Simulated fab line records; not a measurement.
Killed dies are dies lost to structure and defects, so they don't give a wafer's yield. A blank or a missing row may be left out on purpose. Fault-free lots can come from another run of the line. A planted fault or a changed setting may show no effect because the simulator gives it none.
Comparing a struck lot with a sound one ; flow sky130 ; 17 out of 708 route steps
Sound: wafers L523.1, L523.4, L523.6. The struck wafers were L518.1, L518.2, L518.6. The cause is given at the end.
Order at every step that has rows: each side's tool, ch and its chambers, its first start. Under that, the readings that differ: sound wafers ; struck wafers ; difference of the means ; sigmas: that difference in standard deviations of wafers without a fault.
alike: readings with means less than 2 such deviations apart, plus words and numbers identical on both sides. not compared: withheld readings, readings lacking a value on some wafer, bounds such as >300 that could conceal the same value, and numbers that have no deviation in the record and whose values overlap.
The two part at a step that has a row with sigmas, a row that says differs or no value, or rows on one side only. Non-overlapping numbers with no deviation appear without sigmas and do not part them. A reading missing from all wafers of one side parts the sides only when that side holds two or more wafers.

first, 5 steps without rows for these wafers: SKY_FIELD_ISO_WET_ETCH_28 (etches SiO2 in dHF, target depth 23.7 nm, time 47 s); SKY_FIELD_ISO_WET_ETCH_29 (etches Si3N4 in H3PO4, target depth 160 nm, time 1825 s); SKY_FIELD_ISO_WET_ETCH_30 (etches SiO2 in dHF, target depth 25 nm, time 50 s); SKY_NWELL_CLEAN_00 (cleans in SC1/SC2, time 150 s); SKY_NWELL_OXIDATION_01 (stabilise 600 s, purge 300 s, target thk 10 nm).
SKY_NWELL_THK_MEAS_02:
  sound on film-metro-04, day 5 08:44; struck on film-metro-03, day 4 07:24
  alike: NWELL_OXIDATION_THK
then, 6 steps without rows for these wafers: SKY_DNWELL_DEHYDRATE_00 (time 60 s); SKY_DNWELL_HMDS_01 (prime time 60 s); SKY_DNWELL_COAT_02 (resist thk 3000 nm); SKY_DNWELL_SOFTBAKE_03; SKY_DNWELL_EXPOSE_04 (exposes mask DNM, target cd 3000 nm); SKY_DNWELL_PEB_05.
SKY_DNWELL_DEVELOP_06: develop time 60 s.
  sound on litho-track-03 ch 0, day 6 03:00; struck on litho-track-04, day 5 00:00
  no value came back on the struck wafers for chill-plate-temp-C (C), develop-time-s (s), exhaust-pa (Pa); on the sound wafers chill-plate-temp-C (C) reads 22.85 22.95 22.97
then, 1 step without rows for these wafers: SKY_DNWELL_IMPLANT_07.
SKY_DNWELL_STRIP_08: strips in O2/N2.
  sound on plasma-asher-03 ch 0,1, day 6 03:37; struck on plasma-asher-03 ch 0,1, day 5 00:47
  alike: drypump-motor-current-A, oes-product-au, strip-time-to-endpoint-s
  not compared: rf-hours-counter-h
SKY_DNWELL_TW_MEAS_09:
  sound on film-metro-03, day 6 03:43; struck on film-metro-04, day 5 00:53
reading;sound;struck;difference;sigmas
DNWELL_TW;1119 1124 1119;30 30 30;-1091;-99 or more
then, 1 step without rows for these wafers: SKY_PWDE_DEHYDRATE_00 (time 60 s).

## WHERE THEY PART
Last at SKY_DNWELL_TW_MEAS_09 as far as this record goes, first at SKY_DNWELL_DEVELOP_06.

WHY: whatever the simulator had introduced
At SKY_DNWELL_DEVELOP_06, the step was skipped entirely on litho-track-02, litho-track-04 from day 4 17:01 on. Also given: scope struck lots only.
